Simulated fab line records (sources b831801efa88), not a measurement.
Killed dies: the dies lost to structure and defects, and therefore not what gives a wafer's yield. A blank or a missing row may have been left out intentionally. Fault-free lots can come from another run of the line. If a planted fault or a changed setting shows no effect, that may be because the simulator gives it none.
8D (eight disciplines) problem report, filled in by code + flow gf180mcu + the parts of the form that need people (team, actions taken, sign-off) are left out

## 1. THE ISSUE
At GF_MIM_DEVELOP_18, developer_temp_C averages 22.12 C over 6 wafers from 2 lots, while fault-free wafers read 22.99 C, standard deviation 0.11. Measured from the usual mean, that is -7.9 standard deviations.
The step: develop time 60 s.
First seen on wafer L617.4, day 28 02:52, on litho_track-02. At this step, 39 wafers from 13 lots have a number in the record. Rule for "out" (also "out of limits"): further than 4 standard deviations from the usual mean. All remaining wafers that have a number are taken as sound.

## 2. WHAT IT IS, AND WHAT IT ISN'T
| question                    | is                     | is not                                                                                                        |
|-----------------------------|------------------------|---------------------------------------------------------------------------------------------------------------|
| which readings at this step | developer_temp_C       | chill_plate_temp_C, resist_line_temp_C                                                                        |
| which lots                  | L617, L620             | L609, L610, L611, L622, L623, L626, L628, L629, L630, L631, L632                                              |
| which wafers of those lots  | all that have a number | -                                                                                                             |
| read on which tools         | litho_track-02         | litho_track-01, litho_track-03                                                                                |
| when                        | from day 28 02:52      | up to then (9 sound wafers); but 24 sound wafers of L622, L623, L626, L628, L629, L630, L631, L632 came after |

## 3. THE SUSPECTS, EACH WITH WHAT RULES IT OUT
Counting: any tool at a process step up to the reading is kept as a suspect provided that every lot that is out went through it and no sound lot did after the first of them.
- plasma_asher-03 at GF_V3_STRIP_18 (strips in O2/N2): ruled out as a lasting fault. After its first lot that is out, L617 (day 25 08:19), sound lots L631 ran on it.
- litho_track-02 at GF_MIM_DEVELOP_18 (develop time 60 s): ruled out as a lasting fault. After its first lot that is out, L617 (day 28 02:52), sound lots L628, L631 ran on it.
Left after counting: nothing in the record.

## 4. THE CAUSE (what the simulator had put in)
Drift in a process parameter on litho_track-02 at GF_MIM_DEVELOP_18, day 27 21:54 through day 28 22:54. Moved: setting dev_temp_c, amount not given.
Counting ruled it out, wrongly.

## 5. THE EFFECT CHAIN, in route order
Rows list readings where the struck wafers' mean (over those with a number) sits beyond 3 standard deviations from the usual. Only readings whose record carries a usual standard deviation are examined. hours: median over the lots of the time between each lot's start at the first step of this table that gives one and its start at this step. sigmas: the change, counted in usual standard deviations.
| hours | step              | reading          | usual   | on struck wafers | change | sigmas |
|-------|-------------------|------------------|---------|------------------|--------|--------|
| 0     | GF_MIM_DEVELOP_18 | developer_temp_C | 22.99 C | 22.12            | -0.87  | -7.9   |
The process steps in it:
- GF_MIM_DEVELOP_18: develop time 60 s.

## 6. HOW IT WOULD HAVE BEEN CAUGHT EARLIER
In this record no reading fell out of limits until day 28 02:52, 5 hours after the fault had begun at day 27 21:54.
